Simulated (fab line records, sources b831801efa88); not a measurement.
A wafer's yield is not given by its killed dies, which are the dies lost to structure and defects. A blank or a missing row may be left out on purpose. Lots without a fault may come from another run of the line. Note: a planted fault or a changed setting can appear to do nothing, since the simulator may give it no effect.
fab line records	flow sky130
record lots=11	wafers=33	lastDay=51
route steps=708 shown FIELD_ISO@15 NWELL@63 VT_ADJUST_LVTN@111 VT_ADJUST_HVTR@141
lots that met no fault: from a run of the same line without faults
startH: the number of hours between the record's first day and the start of the first shown wafer of the lot	waitH: hours since the lot's step before	" as in the row above	L1.1+2: several wafers, shown together as one row	- no value present, or no start provided	* or withheld: withheld	< > ~ a bound
route shown NAME@n: a module of which the file shows steps, and the number in the route of the first	usual: the fault-free wafers' mean and standard deviation	same: alike in all rows	chamber/n: place in a boat	sites: readings site by site	_std_site: the values' standard deviation	_edge_site: inner sites' mean taken away from outer sites' mean	radiusMm: for every site, how far away it sits from the centre of the wafer	mask NAME#n: copy n	behind: the most recent tool/chamber to have shaped the wafer	hold: the reason the lot was held/the length of the hold in hours/how it ended	device: transistor that didn't switch, given as n, p or np	end of line: tests of these same wafers at the route's end	where a step has no rows: the recipe by itself	killed: dies that structure and defects cost at the first sort, which is not the same as the wafer's yield	map: per-die view of a wafer (x killed, . not killed, _ where there is no die)
set.NAME: the setting that was run; set.NAME@STEP: the one run at that earlier step	model.NAME: the simulator's own value behind a step, which no gauge read
route steps across a sampled set of lots; one table per step, one row per wafer
services: the hour from which a tool's chamber was out of use, counted from the record's first day as startH (under 0 if before that day), plus the number of hours and why
## steps
# step SKY_FIELD_ISO_ETCH_14
# recipe chemistry=N2/H2	target=BARC	ionEnergyEv=200	sourceW=500	biasW=100	pressureMtorr=30	n2FlowSccm=100	h2FlowSccm=200	stopOn=SiO2	timeS=45.9	targetDepthA=600
# usual drypumpMotorCurrentA=5.7/0.5	oesProductAu=0.855/0.0049	throttleValvePct=13.225/0.0085
lot.wafer	tool	chamber	startH	waitH	drypumpMotorCurrentA	oesProductAu	rfHoursCounterH	throttleValvePct
L146.1	rieDiel-04	2	35.01	0.1	5.5	0.852	122	13.220
L146.3	"	1	"	"	6.4	0.859	84	13.231
L146.6	"	3	"	"	5.3	0.855	-	13.227
L148.3	rieDiel-03	2	47.36	0.1	5.0	0.854	103	13.216
L148.5	"	1	"	"	5.1	0.852	-	13.201
L148.6	"	2	"	"	5.0	0.854	-	13.215
L151.1	rieDiel-04	1	61.24	0.1	6.4	0.858	85	13.242
L151.3	"	2	"	"	5.5	0.850	123	13.217
L151.5	"	2	"	"	5.5	0.857	-	13.222
L152.1	rieDiel-01	0	67.79	0.1	5.9	0.848	130	13.221
L152.4	"	2	"	"	6.0	0.856	150	13.221
L152.5	"	2	"	"	6.0	0.864	-	13.214
L158.2	rieDiel-03	2	98.76	0.1	5.0	0.857	103	13.226
L158.5	"	0	"	"	6.0	0.844	-	13.227
L158.6	"	1	"	"	5.1	0.853	-	13.233
L159.1	rieDiel-03	1	103.21	0.1	5.2	0.857	83	13.220
L159.2	"	2	"	"	5.0	0.857	103	13.236
L159.3	"	0	"	"	5.9	0.853	109	13.217
L161.2	rieDiel-03	1	113.39	0.1	5.2	0.853	83	13.225
L161.3	"	0	"	"	5.9	0.854	109	13.221
L161.5	"	3	"	"	6.0	0.853	-	13.230
L165.2	rieDiel-04	1	134.69	0.1	6.4	0.851	86	13.221
L165.3	"	3	"	"	5.3	0.856	112	13.239
L165.6	"	1	"	"	6.4	0.851	-	13.220
L166.3	rieDiel-04	3	139.84	0.1	5.3	0.853	112	13.240
L166.4	"	3	"	"	5.3	0.855	-	13.225
L166.5	"	0	"	"	6.4	0.848	-	13.234
L167.1	rieDiel-01	0	145.16	0.1	6.0	0.858	131	13.229
L167.2	"	3	"	"	6.2	0.855	5	13.238
L167.4	"	2	"	"	6.0	0.845	152	13.219
L168.4	rieDiel-03	1	150.01	0.0	5.1	0.850	84	13.224
L168.5	"	2	"	"	5.0	0.842	-	13.220
L168.6	"	1	"	"	5.1	0.856	-	13.218
# step SKY_NWELL_OVL_MEAS_10
# usual NWELL_00_OVL=0.6/1.5
lot.wafer	tool	chamber	startH	waitH	NWELL_00_OVL[nm]
L146.1	overlay-02	-	98.94	-	2.1
L146.3	"	-	"	"	2.7
L146.6	"	-	"	"	2.2
L148.3	overlay-01	-	110.40	-	2.8
L148.5	"	-	"	"	0.1
L148.6	"	-	"	"	0.8
L151.1	overlay-02	-	132.67	-	0.9
L151.3	"	-	"	"	-0.5
L151.5	"	-	"	"	-1.3
L152.1	overlay-01	-	138.77	-	0.4
L152.4	"	-	"	"	1.5
L152.5	"	-	"	"	1.3
L158.2	overlay-01	-	170.38	-	-0.6
L158.5	"	-	"	"	0.3
L158.6	"	-	"	"	0.7
L159.1	overlay-01	-	174.19	-	0.6
L159.2	"	-	"	"	2.5
L159.3	"	-	"	"	2.3
L161.2	overlay-02	-	186.92	-	2.8
L161.3	"	-	"	"	1.5
L161.5	"	-	"	"	2.5
L165.2	overlay-01	-	210.59	-	0.2
L165.3	"	-	"	"	0.8
L165.6	"	-	"	"	2.0
L166.3	overlay-02	-	217.35	-	2.2
L166.4	"	-	"	"	0.4
L166.5	"	-	"	"	1.3
L167.1	overlay-02	-	219.54	-	-0.7
L167.2	"	-	"	"	1.9
L167.4	"	-	"	"	0.2
L168.4	overlay-01	-	227.34	-	-1.0
L168.5	"	-	"	"	-1.6
L168.6	"	-	"	"	-2.4
# step SKY_VT_ADJUST_LVTN_SOFTBAKE_14
# recipe tempC=90	timeS=60	resist=NOVOLAK
# usual exhaustPa=45.0/0.82	heaterPowerTotalW=56.59/0.049	plateTempC=90.02/0.12
lot.wafer	tool	chamber	startH	waitH	exhaustPa	heaterPowerTotalW	plateTempC
L146.1	lithoTrack-03	0	175.49	0.1	46.4	56.61	89.96
L146.3	"	0	"	"	44.8	56.59	90.07
L146.6	"	0	"	"	45.7	56.60	89.85
L148.3	lithoTrack-02	0	189.62	0.1	44.5	56.62	90.18
L148.5	"	0	"	"	44.1	56.55	90.19
L148.6	"	0	"	"	43.5	56.59	89.90
L151.1	lithoTrack-03	0	214.59	0.1	44.2	56.57	89.98
L151.3	"	0	"	"	44.8	56.59	90.08
L151.5	"	0	"	"	44.6	56.63	89.95
L152.1	lithoTrack-02	0	220.02	0.1	43.4	56.62	89.97
L152.4	"	0	"	"	45.7	56.46	89.81
L152.5	"	0	"	"	44.6	56.57	89.95
L158.2	lithoTrack-03	0	252.21	0.1	45.2	56.52	89.88
L158.5	"	0	"	"	44.8	56.60	90.06
L158.6	"	0	"	"	44.6	56.61	90.10
L159.1	lithoTrack-03	0	255.54	0.1	44.1	53.11	86.16
L159.2	"	0	"	"	45.1	53.13	86.20
L159.3	"	0	"	"	44.3	53.14	86.23
L161.2	lithoTrack-03	0	268.21	0.1	45.2	53.14	86.27
L161.3	"	0	"	"	45.8	53.17	86.11
L161.5	"	0	"	"	46.2	53.16	86.06
L165.2	lithoTrack-01	0	290.86	0.1	44.8	56.62	89.90
L165.3	"	0	"	"	46.1	56.55	90.09
L165.6	"	0	"	"	44.8	56.56	89.94
L166.3	lithoTrack-01	0	299.84	0.1	44.1	56.57	89.87
L166.4	"	0	"	"	44.8	56.58	89.94
L166.5	"	0	"	"	46.1	56.57	90.03
L167.1	lithoTrack-02	0	301.57	0.1	45.5	56.60	89.94
L167.2	"	0	"	"	45.5	56.62	89.93
L167.4	"	0	"	"	45.9	56.63	89.84
L168.4	lithoTrack-02	0	311.04	0.1	45.1	56.65	90.00
L168.5	"	0	"	"	46.3	56.59	89.86
L168.6	"	0	"	"	45.6	56.59	89.97
# step SKY_VT_ADJUST_LVTN_STRIP_20
# recipe chemistry=O2/N2	powerW=1400	pressureMtorr=1500	platenTempC=withheld	o2FlowSccm=3000	n2FlowSccm=300	overashFraction=0.5
# usual drypumpMotorCurrentA=5.32/0.2	oesProductAu=0.715/0.0047	stripTimeToEndpointS=14.19/0.042
lot.wafer	tool	chamber	startH	waitH	drypumpMotorCurrentA	oesProductAu	rfHoursCounterH	stripTimeToEndpointS
L146.1	plasmaAsher-01	0	187.40	0.1	5.14	0.719	7	14.18
L146.3	"	1	"	"	5.30	0.716	-	14.20
L146.6	"	1	"	"	5.30	0.717	-	14.23
L148.3	plasmaAsher-02	1	201.96	0.1	5.94	0.719	-	14.17
L148.5	"	1	"	"	5.93	0.711	-	14.21
L148.6	"	0	"	"	5.69	0.720	-	14.11
L151.1	plasmaAsher-03	1	225.85	0.1	5.24	0.708	43	14.17
L151.3	"	1	"	"	5.27	0.717	-	14.19
L151.5	"	0	"	"	5.30	0.713	-	14.19
L152.1	plasmaAsher-01	1	231.93	0.1	5.29	0.721	11	14.26
L152.4	"	1	"	"	5.30	0.719	-	14.20
L152.5	"	0	"	"	5.15	0.711	-	14.22
L158.2	plasmaAsher-01	0	263.77	0.1	5.10	0.716	14	14.23
L158.5	"	0	"	"	5.12	0.714	-	14.23
L158.6	"	1	"	"	5.30	0.718	-	14.23
L159.1	plasmaAsher-03	0	267.00	0.1	5.31	0.719	47	14.34
L159.2	"	1	"	"	5.24	0.712	47	14.35
L159.3	"	1	"	"	5.26	0.714	-	14.33
L161.2	plasmaAsher-01	1	280.65	0.1	5.27	0.718	15	14.25
L161.3	"	1	"	"	5.29	0.709	-	14.31
L161.5	"	1	"	"	5.28	0.716	-	14.23
L165.2	plasmaAsher-03	0	303.07	0.1	5.34	0.725	50	14.23
L165.3	"	1	"	"	5.25	0.720	-	14.19
L165.6	"	1	"	"	5.26	0.728	-	14.27
L166.3	plasmaAsher-03	1	312.26	0.1	5.28	0.715	-	14.19
L166.4	"	0	"	"	5.33	0.721	-	14.21
L166.5	"	1	"	"	5.27	0.727	-	14.22
L167.1	plasmaAsher-01	0	313.92	0.1	5.12	0.712	19	14.11
L167.2	"	1	"	"	5.30	0.715	19	14.12
L167.4	"	0	"	"	5.11	0.709	-	14.08
L168.4	plasmaAsher-02	1	323.61	0.1	5.94	0.714	-	14.19
L168.5	"	0	"	"	5.68	0.711	-	14.21
L168.6	"	1	"	"	5.91	0.719	-	14.20
# step SKY_VT_ADJUST_HVTR_STRIP_10
# recipe chemistry=O2/N2	powerW=1400	pressureMtorr=1500	platenTempC=withheld	o2FlowSccm=3000	n2FlowSccm=300	overashFraction=0.5
# usual drypumpMotorCurrentA=5.64/0.28	oesProductAu=0.716/0.0043	stripTimeToEndpointS=14.19/0.043
lot.wafer	tool	chamber	startH	waitH	drypumpMotorCurrentA	oesProductAu	rfHoursCounterH	stripTimeToEndpointS
L146.1	plasmaAsher-03	0	234.07	0.1	5.29	0.710	43	14.17
L146.3	"	1	"	"	5.27	0.723	-	14.12
L146.6	"	0	"	"	5.31	0.717	-	14.16
L148.3	plasmaAsher-03	0	246.83	0.1	5.33	0.714	-	14.18
L148.5	"	0	"	"	5.30	0.715	-	14.17
L148.6	"	1	"	"	5.28	0.719	-	14.19
L151.1	plasmaAsher-03	0	271.70	0.1	5.31	0.719	47	14.27
L151.3	"	0	"	"	5.29	0.714	-	14.24
L151.5	"	1	"	"	5.24	0.713	-	14.29
L152.1	plasmaAsher-03	1	277.57	0.1	5.24	0.708	48	14.26
L152.4	"	0	"	"	5.32	0.721	-	14.21
L152.5	"	1	"	"	5.27	0.721	-	14.20
L158.2	plasmaAsher-04	1	312.40	0.1	5.84	0.707	59	14.12
L158.5	"	0	"	"	5.90	0.719	-	14.15
L158.6	"	1	"	"	5.84	0.713	-	14.12
L159.1	plasmaAsher-03	1	315.77	0.1	5.27	0.723	52	14.17
L159.2	"	0	"	"	5.31	0.714	52	14.20
L159.3	"	1	"	"	5.28	0.717	-	14.18
L161.2	plasmaAsher-02	0	330.97	0.1	5.68	0.715	64	14.23
L161.3	"	0	"	"	5.71	0.718	-	14.23
L161.5	"	0	"	"	5.68	0.715	-	14.26
L165.2	plasmaAsher-03	1	354.60	0.1	5.24	0.708	55	14.19
L165.3	"	1	"	"	5.29	0.718	-	14.16
L165.6	"	0	"	"	5.30	0.708	-	14.15
L166.3	plasmaAsher-02	0	364.59	0.1	5.67	0.720	-	14.19
L166.4	"	1	"	"	5.93	0.721	-	14.15
L166.5	"	1	"	"	5.95	0.714	-	14.16
L167.1	plasmaAsher-02	1	366.45	0.1	5.93	0.718	68	14.20
L167.2	"	0	"	"	5.70	0.720	68	14.23
L167.4	"	1	"	"	5.91	0.724	-	14.22
L168.4	plasmaAsher-04	0	377.23	0.1	5.92	0.714	-	14.24
L168.5	"	0	"	"	5.91	0.717	-	14.18
L168.6	"	1	"	"	5.86	0.708	-	14.24
## services
tool	chamber	startH	hours	kind
rieDiel-04	0	11.60	2.9	repair
rieDiel-01	0	16.02	3.3	repair
plasmaAsher-02	-	35.52	2.8	pm
rieDiel-01	-	48.52	14.6	pm
plasmaAsher-02	-	60.12	9.7	repair
rieDiel-01	-	75.07	0.2	repair
plasmaAsher-02	-	86.32	2.8	repair
plasmaAsher-04	-	103.02	1.0	repair
rieDiel-04	1	104.05	3.9	repair
plasmaAsher-01	-	108.75	9.0	pm
rieDiel-04	1	110.98	1.2	repair
rieDiel-04	2	121.62	2.0	repair
rieDiel-04	2	137.65	5.0	repair
plasmaAsher-02	-	142.43	8.7	repair
rieDiel-04	2	165.29	8.9	repair
plasmaAsher-01	-	170.90	0.9	repair
rieDiel-04	-	178.12	28.1	pm
plasmaAsher-01	-	208.59	2.8	repair
rieDiel-04	1	245.03	9.4	repair
rieDiel-04	0	261.39	15.8	repair
rieDiel-04	-	289.62	4.4	repair
rieDiel-03	0	301.65	7.0	repair
plasmaAsher-01	-	346.35	14.6	pm
rieDiel-04	-	356.54	4.0	pm
## key
firstSign step=SKY_VT_ADJUST_LVTN_SOFTBAKE_14	reading=heaterPowerTotalW	direction=down	sigmas=70	usual=*	struck=*
effect step=SKY_VT_ADJUST_LVTN_SOFTBAKE_14	reading=plateTempC	direction=down	sigmas=33	usual=*	struck=*
effect step=SKY_VT_ADJUST_LVTN_STRIP_20	reading=stripTimeToEndpointS	direction=up	sigmas=2.6	usual=*	struck=*
metAt SKY_VT_ADJUST_LVTN_SOFTBAKE_14
struckLots L159,L161
testerLeftOut L159,L161
notActingAt SKY_FIELD_ISO_ETCH_14,SKY_NWELL_OVL_MEAS_10,SKY_VT_ADJUST_HVTR_STRIP_10
onsetBetween 252.21 255.54
fault kind=processParameterDrift	tool=lithoTrack-03	chamber=-	onsetH=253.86	steps=SKY_VT_ADJUST_LVTN_SOFTBAKE_14	channel=tempC	offset=*	shape=step	endH=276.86	actsIn=*	stated=*
# testerLeftOut: of these lots the tester's yield and bins aren't shown, on N5 and GAA mostly nor the transistor test; their killed dies are dies lost to structure and defects alone, not to doping, threshold or leakage, so they don't give the yield
